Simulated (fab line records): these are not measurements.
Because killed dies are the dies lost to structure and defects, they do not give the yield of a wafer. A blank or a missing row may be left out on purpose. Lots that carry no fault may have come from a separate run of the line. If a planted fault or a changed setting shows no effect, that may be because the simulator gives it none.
What tool caused it? | flow sky130 | 14 lots with 42 wafers sampled at 5 steps, on a route of 708 steps

WHAT THE GAUGES SHOWED, per wafer
SKY_RES_XHIGH_TW_MEAS_09.
lot  | measured     | on            | RES_XHIGH_TW
L813 | day 26 20:02 | film-metro-04 | 1647 1633 1641
L814 | day 27 08:23 | film-metro-03 | 1648 1650 1655
L815 | day 28 01:47 | film-metro-01 | 1638 1639 1641
L817 | day 28 14:23 | film-metro-04 | 1640 1637 1639
L820 | day 29 16:59 | film-metro-03 | 1647 1642 1643
L821 | day 29 20:49 | film-metro-01 | 1649 1642 1647
L822 | day 30 09:11 | film-metro-03 | 1662 1658 1659
L824 | day 30 19:58 | film-metro-04 | 1646 1648 1643
L823 | day 30 20:48 | film-metro-03 | 1665 1659 1658
L830 | day 32 18:41 | film-metro-04 | 30 30 30 30 30 30
L831 | day 33 05:17 | film-metro-03 | 30 30 30 30 30 30
L833 | day 33 17:44 | film-metro-01 | 1648 1657 1651
L834 | day 34 00:59 | film-metro-04 | 1645 1647 1643
L835 | day 34 05:52 | film-metro-03 | 1654 1648 1657

SKY_LI_CONTACT_THK_MEAS_01.
lot  | measured     | on            | LI_CONTACT_HDPCVD_THK (nm)
L813 | day 28 02:09 | film-metro-03 | 906 920 924
L814 | day 28 13:50 | film-metro-03 | 922 922 918
L815 | day 29 07:09 | film-metro-03 | 923 929 937
L817 | day 29 20:09 | film-metro-04 | 927 929 930
L820 | day 30 22:27 | film-metro-04 | 925 932 919
L821 | day 31 02:04 | film-metro-03 | 917 911 931
L822 | day 31 13:40 | film-metro-01 | 939 934 918
L824 | day 32 00:41 | film-metro-01 | 935 918 920
L823 | day 32 01:01 | film-metro-01 | 950 942 948
L833 | day 34 20:25 | film-metro-04 | 935 933 928
L834 | day 35 04:30 | film-metro-03 | 927 943 932
L835 | day 35 09:01 | film-metro-03 | 945 951 945

SKY_LOCAL_INTERCONNECT_THK_MEAS_02: measures by xrf.
lot  | measured     | on            | LOCAL_INTERCONNECT_TIN_THK (nm)
L813 | day 29 08:53 | film-metro-03 | 99.7 100.0 100.2
L814 | day 29 20:30 | film-metro-03 | 98.2 99.3 98.0
L815 | day 30 13:08 | film-metro-04 | 97.9 97.2 97.2
L817 | day 31 02:28 | film-metro-04 | 100.4 100.3 100.7
L820 | day 32 03:32 | film-metro-03 | 99.4 100.2 98.3
L821 | day 32 07:27 | film-metro-02 | 100.8 99.6 99.8
L822 | day 32 18:28 | film-metro-03 | 99.7 99.6 99.7
L824 | day 33 05:32 | film-metro-02 | 100.1 98.7 100.0
L823 | day 33 06:26 | film-metro-03 | 97.9 98.7 97.9
L833 | day 36 00:18 | film-metro-03 | 99.1 99.9 98.5
L834 | day 36 08:10 | film-metro-02 | 98.8 98.7 99.5
L835 | day 36 13:20 | film-metro-02 | 101.5 100.6 101.5

TOOL THAT RAN EACH LOT (tool first, then ch and the chambers of the sampled wafers, then the start)
lot  | SKY_RES_XHIGH_DEVELOP_06          | SKY_LI_CONTACT_CMP_24
L813 | litho-track-01 ch 0, day 26 19:38 | cmp-02 ch 0,1,3, day 29 08:30
L814 | litho-track-03 ch 0, day 27 08:01 | cmp-02 ch 0,1,2, day 29 20:08
L815 | litho-track-02 ch 0, day 28 01:25 | cmp-01 ch 0,2, day 30 12:39
L817 | litho-track-01 ch 0, day 28 13:59 | cmp-02 ch 0,2, day 31 02:01
L820 | litho-track-02 ch 0, day 29 16:35 | cmp-02 ch 0,2, day 32 03:03
L821 | litho-track-02 ch 0, day 29 20:28 | cmp-01 ch 0,3, day 32 06:59
L822 | litho-track-01 ch 0, day 30 08:47 | cmp-01 ch 0,1,3, day 32 18:07
L824 | litho-track-01 ch 0, day 30 19:34 | cmp-01 ch 1,2, day 33 05:06
L823 | litho-track-02 ch 0, day 30 20:26 | cmp-01 ch 1,3, day 33 05:55
L830 | litho-track-01, day 32 18:17      | -
L831 | litho-track-01, day 33 04:53      | -
L833 | litho-track-03 ch 0, day 33 17:22 | cmp-02 ch 1,2, day 35 23:48
L834 | litho-track-02 ch 0, day 34 00:37 | cmp-02 ch 0,2,3, day 36 07:40
L835 | litho-track-01 ch 0, day 34 05:28 | cmp-02 ch 1,2,3, day 36 12:54
- SKY_RES_XHIGH_DEVELOP_06: develop time 60 s.
- SKY_LI_CONTACT_CMP_24: polishes, stops on PSG, t overpolish 20 s, target thk 0 nm.

AS READ BY THE TOOLS THEMSELVES (means over the sampled wafers that have a number; for cases with no such wafer, the mark the record gives instead)
SKY_RES_XHIGH_DEVELOP_06.
lot  | tool           | chill-plate-temp-C (C)
L813 | litho-track-01 | 23.06
L814 | litho-track-03 | 23.01
L815 | litho-track-02 | 22.74
L817 | litho-track-01 | 22.90
L820 | litho-track-02 | 22.89
L821 | litho-track-02 | 23.09
L822 | litho-track-01 | 23.02
L824 | litho-track-01 | 22.99
L823 | litho-track-02 | 23.02
L830 | litho-track-01 | -
L831 | litho-track-01 | -
L833 | litho-track-03 | 23.02
L834 | litho-track-02 | 22.87
L835 | litho-track-01 | 22.89

SKY_LI_CONTACT_CMP_24.
lot  | tool   | motor-current-A (A) | overpolish-run-s (s) | slurry-filter-dp-kPa (kPa) | time-to-endpoint-s (s)
L813 | cmp-02 | 11.9                | 19.998               | 13.64                      | 104
L814 | cmp-02 | 11.6                | 19.997               | 13.44                      | 102
L815 | cmp-01 | 11.8                | 20.004               | 13.64                      | 100
L817 | cmp-02 | 11.7                | 19.999               | 13.36                      | 104
L820 | cmp-02 | 11.4                | 19.994               | 13.45                      | 102
L821 | cmp-01 | 11.9                | 19.998               | 13.51                      | 101
L822 | cmp-01 | 12.3                | 19.995               | 13.59                      | 97
L824 | cmp-01 | 13.1                | 20.000               | 13.55                      | 96
L823 | cmp-01 | 12.5                | 19.995               | 13.56                      | 96
L833 | cmp-02 | 11.5                | 20.001               | 13.55                      | 96
L834 | cmp-02 | 12.5                | 20.004               | 13.55                      | 102
L835 | cmp-02 | 11.7                | 20.003               | 13.51                      | 101

THE ANSWER, worked out from the rows above alone
Rule: the lots themselves supply what counts as usual. The widest of any qualifying gaps counts: lots, ordered by their means at a reading, are off when they make up no more than a third of the lots, leave a main group of 4 or more, and stand apart from it by 3 or more times the standard deviation of that group's means. The tables above print the reading to a certain number of digits; a main group whose means all agree to those digits is not used. Also off: a lot with no number at a reading for which 4 or more lots have one. All remaining lots with rows at the step are treated as sound. First the gauges in route order, then the tools' own readings, where a lot's mean is used as printed above. The first step at which some lot is off is used, and at that step the reading that is off furthest; a lot without a number counts as furthest.
Off: at SKY_RES_XHIGH_TW_MEAS_09 (RES_XHIGH_TW), L830, L831. The main group: mean 1648, standard deviation 7.1.
A tool fits if, at a process step before that reading, it ran every lot that is off, and no sound lot after the first of them. The gauges at SKY_RES_XHIGH_TW_MEAS_09 aren't tried: what is off there is off at SKY_RES_XHIGH_DEVELOP_06 too, on other tools, and a gauge's error can't cause that. Not one of the candidates tried fits.

WHAT THE SIMULATOR HAD INSERTED
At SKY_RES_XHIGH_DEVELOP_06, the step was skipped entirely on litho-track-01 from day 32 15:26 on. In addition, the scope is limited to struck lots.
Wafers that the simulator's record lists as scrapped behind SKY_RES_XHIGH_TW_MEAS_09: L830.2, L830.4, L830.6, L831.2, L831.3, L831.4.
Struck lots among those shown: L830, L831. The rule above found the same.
